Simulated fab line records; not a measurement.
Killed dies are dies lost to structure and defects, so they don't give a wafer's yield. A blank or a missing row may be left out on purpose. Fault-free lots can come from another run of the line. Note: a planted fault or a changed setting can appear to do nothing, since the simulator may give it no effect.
Problem report in the 8D (eight disciplines) form, filled by code | flow sky130 | the parts of the form that need people (team, actions taken, sign-off) are left out

1. THE ISSUE
Mean of heater power total W at SKY_VIA4_SOFTBAKE_07: 61.27 W across 2 wafers in 2 lots; on wafers with no fault it is 56.60 W (standard deviation 0.044). That is +99 or more standard deviations from the usual mean.
The step: time 60 s.
The first sign was on wafer L492.3 at day 46 00:55, on litho track-04. The record has a number at this step for 31 wafers belonging to 11 lots. By rule, "out" or "out of limits" means more than 4 standard deviations away from the usual mean. All remaining wafers that have a number are taken as sound.

2. WHAT IT IS, WHAT IT ISN'T
question                    | is                                 | is not
which readings at this step | heater power total W, run length s | exhaust pa
which lots                  | L492, L493                         | L480, L481, L483, L484, L486, L487, L498, L499, L501
which wafers of those lots  | L492.3, L493.3                     | L492.5, L493.6
read on which tools         | litho track-04                     | litho track-01, litho track-03
when                        | from day 46 00:55                  | up to then (19 sound wafers); but 10 sound wafers of L493, L498, L499, L501 came after

3. WHAT RULES OUT EACH SUSPECT
Counting: if a tool at a process step up to the reading ran every lot that is out, it stays a suspect. Sound lots after the first of them don't rule it out here, since some wafers of a struck lot are sound.
- litho track-04 at SKY_VIA4_SOFTBAKE_07 (time 60 s): kept. Ran every lot that is out, first one L492 (day 46 00:55); last sound lot up to then L486 (day 44 17:16). Its own heater power total W, run length s readings are out on those wafers.
The count leaves litho track-04 at SKY_VIA4_SOFTBAKE_07.

4. THE CAUSE (what the simulator had put in)
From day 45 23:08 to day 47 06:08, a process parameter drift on litho track-04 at SKY_VIA4_SOFTBAKE_07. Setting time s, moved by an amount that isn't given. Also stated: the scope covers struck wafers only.
After counting, this tool was the only one left.

5. THE CHAIN OF EFFECTS, in route order
One row per reading whose mean, taken over the struck wafers that have a number, lies over 3 standard deviations from the usual. Only readings for which the record gives a usual standard deviation are gone through. hours: the time from each lot's start at the first step in this table that gives one to its start at this step, as a median over the lots. sigmas: the change in usual standard deviations.
hours | step                 | reading              | usual   | on struck wafers | change | sigmas
0     | SKY_VIA4_SOFTBAKE_07 | heater power total W | 56.60 W | 61.27            | +4.67  | +99 or more
0     | SKY_VIA4_SOFTBAKE_07 | run length s         | 89.19 s | 76.36            | -12.83 | -92
Process steps it contains:
- SKY_VIA4_SOFTBAKE_07: time 60 s.

6. WHAT WOULD HAVE CAUGHT IT SOONER
The fault began at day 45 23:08; the first out-of-limits reading in this record came at day 46 00:55, 2 hours later.
